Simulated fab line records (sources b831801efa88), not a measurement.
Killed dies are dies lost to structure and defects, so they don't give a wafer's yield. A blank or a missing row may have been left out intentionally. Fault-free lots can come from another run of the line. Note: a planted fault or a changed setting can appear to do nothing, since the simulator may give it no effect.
Struck lot and sound lot, side by side / flow sky130 / 18 steps out of a route of 708
Sound: wafers L316.2, L316.3, L316.5. Wafers L315.1, L315.4, L315.5 were the ones struck. The cause comes at the end.
Order at every step that has rows: each side's tool, ch and its chambers, its first start. Under that, the readings that differ: sound wafers / struck wafers / difference of the means / sigmas: that difference in standard deviations of wafers without a fault.
alike: readings with means less than 2 such deviations apart, plus words and numbers identical on both sides. not compared: withheld readings, readings lacking a value on some wafer, bounds such as >300 that could conceal the same value, and numbers that have no deviation in the record and whose values overlap.
A row with sigmas, a row that says differs or no value, or rows on one side alone: a step with any of these is where the two part. Numbers that have no deviation but don't overlap get no sigmas and don't part them. Lack of a reading on every wafer of one side parts them only where that side has two or more wafers.

first, 4 steps without rows for these wafers: SKY_PWDE_SOFTBAKE_03; SKY_PWDE_EXPOSE_04 (exposes mask PWDEM, target cd 840 nm); SKY_PWDE_PEB_05; SKY_PWDE_DEVELOP_06 (develop time 60 s).
SKY_PWDE_OVL_MEAS_07:
  sound on overlay-01 at day 8 01:52; struck on overlay-02 at day 7 19:56
  alike: PWDE_OVL
next, for these wafers, 1 step has no rows: SKY_PWDE_IMPLANT_08.
SKY_PWDE_STRIP_09: strips in O2/N2.
  sound on plasma-asher-03 ch 0,1, day 8 02:03; struck on plasma-asher-03 ch 0,1, day 7 20:07
  alike: drypump-motor-current-A, n2-flow-sccm, oes-product-au, strip-time-to-endpoint-s
  not compared: rf-hours-counter-h
SKY_PWDE_TW_MEAS_10:
  sound on film-metro-03 at day 8 02:10; struck on film-metro-02 at day 7 20:13
reading=PWDE_TW; sound=375.3 374.3 375.8; struck=369.3 367.8 368.9; difference=-6.5; sigmas=-2
then, 4 steps without rows for these wafers: SKY_NWELL_DEHYDRATE_03 (time 60 s); SKY_NWELL_HMDS_04 (prime time 60 s); SKY_NWELL_COAT_05 (resist thk 3000 nm); SKY_NWELL_SOFTBAKE_06.
SKY_NWELL_EXPOSE_07: exposes mask NWM, target cd 840 nm.
  sound on iline-stepper-02 ch 0, day 8 12:41; struck on iline-stepper-01 ch 0, day 8 05:56
reading=model.NWELL.overlay-x-nm (nm); sound=-0.161 -0.161 -0.161; struck=-127.1 -127.1 -127.1; difference=-126.9; sigmas=
  alike: mask, reticle-temp-C
then, 2 steps without rows for these wafers: SKY_NWELL_PEB_08; SKY_NWELL_DEVELOP_09 (develop time 60 s).
SKY_NWELL_OVL_MEAS_10:
  sound on overlay-02 at day 8 23:13; struck on overlay-02 at day 8 16:41
reading=NWELL_00_OVL (nm); sound=1.3 0.0 0.0; struck=-127.2 -129.0 -127.4; difference=-128.3; sigmas=-92
next, for these wafers, 1 step has no rows: SKY_NWELL_IMPLANT_11.
-- the record jumps here: 41 days lie between the struck wafers' starts before and after (it left off in module NWELL and takes up again in module PAD_OPEN, whose first step shown is number 708 of the route) --
SKY_PAD_OPEN_PROBE_99:
  sound on prober-01 at day 50 07:17; struck on prober-02 at day 50 00:56
reading=model.etest.pfet_16v.r-on-ohm-um; sound=1.489e+04 1.523e+04 1.562e+04; struck=1.406e+04 1.37e+04 1.345e+04; difference=-1.510e+03; sigmas=
reading=model.etest.nfet_16v.r-on-ohm-um; sound=1.384e+04 1.397e+04 1.392e+04; struck=1.331e+04 1.322e+04 1.315e+04; difference=-6.833e+02; sigmas=
reading=model.etest.pfet_16v.drive-ua-um; sound=254.2 248.6 245.9; struck=274.1 277.8 278.5; difference=+27.2; sigmas=
reading=model.etest.nfet_16v.drive-ua-um; sound=226.6 221.8 226; struck=230.5 230.6 234.3; difference=+7.0; sigmas=
  alike: killed_at_M0_to_M3, killed_at_M4_up, killed-at-contacts, killed-at-front-end, killed-at-other, killed-dies, killed-open, killed-short

WHERE THEY PART
Earliest at SKY_PWDE_TW_MEAS_10; latest, in this record, at SKY_NWELL_OVL_MEAS_10. Later steps at which nothing parts them and some readings are alike: SKY_PAD_OPEN_PROBE_99.

WHY: whatever the simulator had introduced
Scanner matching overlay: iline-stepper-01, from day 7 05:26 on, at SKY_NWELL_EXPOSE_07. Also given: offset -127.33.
